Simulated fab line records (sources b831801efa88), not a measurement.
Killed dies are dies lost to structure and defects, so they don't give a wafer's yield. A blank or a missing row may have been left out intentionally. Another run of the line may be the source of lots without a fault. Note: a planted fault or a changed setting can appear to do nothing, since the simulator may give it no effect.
What tool caused it? ; flow sky130 ; 14 lots with 39 wafers sampled at 5 steps, on a route of 708 steps

== WHAT EACH GAUGE READ, for each wafer ==
SKY_VT_ADJUST_NCORE_CD_MEAS_07 targets a cd of 380 nm.
lot;measured;on;cdNm (nm)
L992;day 8 13:00;cdSem-02;377.7 378.9 379.7
L996;day 9 15:03;cdSem-01;379.2 379.4 379.9
L998;day 10 06:36;cdSem-02;374.7 377.4
L999;day 10 13:43;cdSem-02;381.6 380.0
L100;day 10 20:14;cdSem-02;381.1 382.1
L102;day 11 11:41;cdSem-02;376.1 378.0 377.2
L106;day 12 19:27;cdSem-02;381.7 380.7 379.9
L107;day 13 01:17;cdSem-02;378.7 380.4 380.8
L108;day 13 14:33;cdSem-01;375.6 378.0 379.4
L110;day 13 23:35;cdSem-01;382.7 381.6 383.3
L109;day 14 00:34;cdSem-02;384.8 383.4 385.4
L111;day 14 12:25;cdSem-01;378.2 378.0 375.4
L112;day 14 12:47;cdSem-02;382.1 380.2 381.8
L113;day 14 18:22;cdSem-02;376.0 375.5 376.9

SKY_VT_ADJUST_NCORE_OVL_MEAS_08.
lot;measured;on;VT_ADJUST_NCORE_OVL (nm)
L992;day 8 13:07;overlay-02;-0.7 0.0 1.7
L996;day 9 15:09;overlay-01;-0.4 -1.8 -0.9
L998;day 10 06:42;overlay-02;-0.9 -1.1
L999;day 10 13:49;overlay-02;-1.7 0.6
L100;day 10 20:20;overlay-01;-2.9 -2.7
L102;day 11 11:49;overlay-02;-1.3 -2.0 -2.4
L106;day 12 19:34;overlay-01;2.0 1.8 0.7
L107;day 13 01:23;overlay-01;0.3 -0.5 -0.2
L108;day 13 14:40;overlay-01;-0.1 1.8 -2.2
L110;day 13 23:43;overlay-02;-0.7 -1.8 -0.6
L109;day 14 00:40;overlay-01;-0.7 -1.1 1.0
L111;day 14 12:32;overlay-02;-1.1 0.5 -2.4
L112;day 14 12:55;overlay-01;-0.4 -1.9 -1.0
L113;day 14 18:29;overlay-01;-1.7 -1.0 -2.5

SKY_SONOS_TUNNEL_CD_MEAS_07 targets a cd of 410 nm.
lot;measured;on;cdNm (nm)
L992;day 11 08:56;cdSem-02;406.0 409.5 406.5
L996;day 12 12:48;cdSem-02;408.3 409.3 407.2
L998;day 13 04:30;cdSem-02;414.8 306.8
L999;day 13 11:15;cdSem-02;410.2 304.9
L100;day 13 17:13;cdSem-02;301.4 304.3
L102;day 14 09:25;cdSem-01;410.7 408.7 409.7
L106;day 15 20:25;cdSem-02;409.6 411.5 410.1
L107;day 16 05:10;cdSem-01;414.3 412.8 412.4
L108;day 16 21:55;cdSem-02;415.1 412.7 414.8
L110;day 17 10:28;cdSem-02;412.9 411.8 413.5
L109;day 17 11:45;cdSem-01;409.8 410.7 412.1
L111;day 17 23:59;cdSem-02;413.8 414.4 415.2
L112;day 18 00:17;cdSem-01;410.1 407.1 408.9
L113;day 18 06:20;cdSem-02;409.6 409.7 408.6

SKY_SONOS_ONO_THK_MEAS_01.
lot;measured;on;SONOS_ONO_OXIDATION_THK (nm)
L992;day 11 11:16;filmMetro-04;2.76 2.77 2.77
L996;day 12 15:20;filmMetro-04;2.60 2.63 2.60
L998;day 13 07:23;filmMetro-04;2.63 2.66
L999;day 13 13:16;filmMetro-04;2.57 2.56
L100;day 13 19:23;filmMetro-02;2.65 2.61
L102;day 14 11:25;filmMetro-04;2.55 2.56 2.59
L106;day 15 22:43;filmMetro-01;2.63 2.62 2.66
L107;day 16 10:25;filmMetro-04;2.55 2.64 2.62
L108;day 17 01:31;filmMetro-02;2.56 2.54 2.57
L110;day 17 12:50;filmMetro-01;2.58 2.57 2.59
L109;day 17 13:59;filmMetro-02;2.51 2.53 2.53
L111;day 18 01:59;filmMetro-01;2.61 2.65 2.63
L112;day 18 02:17;filmMetro-04;2.63 2.56 2.61
L113;day 18 08:19;filmMetro-01;2.66 2.62 2.56

== WHAT TOOL EACH LOT RAN ON (gives the tool, then ch and the chambers of the sampled wafers, and finally the start) ==
lot;SKY_SONOS_TUNNEL_DEVELOP_06
L992;lithoTrack-02 ch 0, day 11 08:47
L996;lithoTrack-03 ch 0, day 12 12:40
L998;lithoTrack-03 ch 0, day 13 04:22
L999;lithoTrack-03 ch 0, day 13 11:07
L100;lithoTrack-03 ch 0, day 13 17:05
L102;lithoTrack-02 ch 0, day 14 09:16
L106;lithoTrack-02 ch 0, day 15 20:16
L107;lithoTrack-02 ch 0, day 16 05:01
L108;lithoTrack-02 ch 0, day 16 21:46
L110;lithoTrack-02 ch 0, day 17 10:19
L109;lithoTrack-03 ch 0, day 17 11:37
L111;lithoTrack-03 ch 0, day 17 23:50
L112;lithoTrack-03 ch 0, day 18 00:08
L113;lithoTrack-02 ch 0, day 18 06:12
- SKY_SONOS_TUNNEL_DEVELOP_06: develop time 60 s.

== WHAT THE TOOLS THEMSELVES READ (means of the sampled wafers that have a number; where no wafer has one, the mark that the record gives instead) ==
SKY_SONOS_TUNNEL_DEVELOP_06.
lot;tool;developerTempC (C)
L992;lithoTrack-02;23.05
L996;lithoTrack-03;22.88
L998;lithoTrack-03;22.82
L999;lithoTrack-03;23.12
L100;lithoTrack-03;22.98
L102;lithoTrack-02;23.09
L106;lithoTrack-02;23.24
L107;lithoTrack-02;22.94
L108;lithoTrack-02;22.92
L110;lithoTrack-02;23.04
L109;lithoTrack-03;22.89
L111;lithoTrack-03;22.92
L112;lithoTrack-03;22.95
L113;lithoTrack-02;23.07

== THE ANSWER, worked out from the rows above alone ==
Rule: what is usual is taken from the lots themselves. Put in order of their means at a reading, lots are off if they are a third of the lots or fewer, leave a main group of 4 or more, and stand apart from it by a gap of 3 or more times the standard deviation of the main group's means; of several such gaps the widest counts. A main group is skipped when, at the precision printed for the reading in the tables above, its means are all equal. Also off: a lot with no number at a reading for which 4 or more lots have one. Any other lot the step has rows for is counted as sound. First the gauges in route order, then the tools' own readings, where a lot's mean is used as printed above. At the first step where some lot is off, the reading lying furthest off is the one used; lots without a number count as furthest.
Off at SKY_SONOS_TUNNEL_CD_MEAS_07 (cdNm): L998, L999, L100. Mean 410.8 nm and standard deviation 2.4 in the main group.
If a tool, at a process step before that reading, ran all the lots that are off and no sound lot after the first of them, it fits. Gauges at SKY_SONOS_TUNNEL_CD_MEAS_07: tried the same way as those tools. Of those tried, none fits.

== WHAT THE SIMULATOR PUT IN ==
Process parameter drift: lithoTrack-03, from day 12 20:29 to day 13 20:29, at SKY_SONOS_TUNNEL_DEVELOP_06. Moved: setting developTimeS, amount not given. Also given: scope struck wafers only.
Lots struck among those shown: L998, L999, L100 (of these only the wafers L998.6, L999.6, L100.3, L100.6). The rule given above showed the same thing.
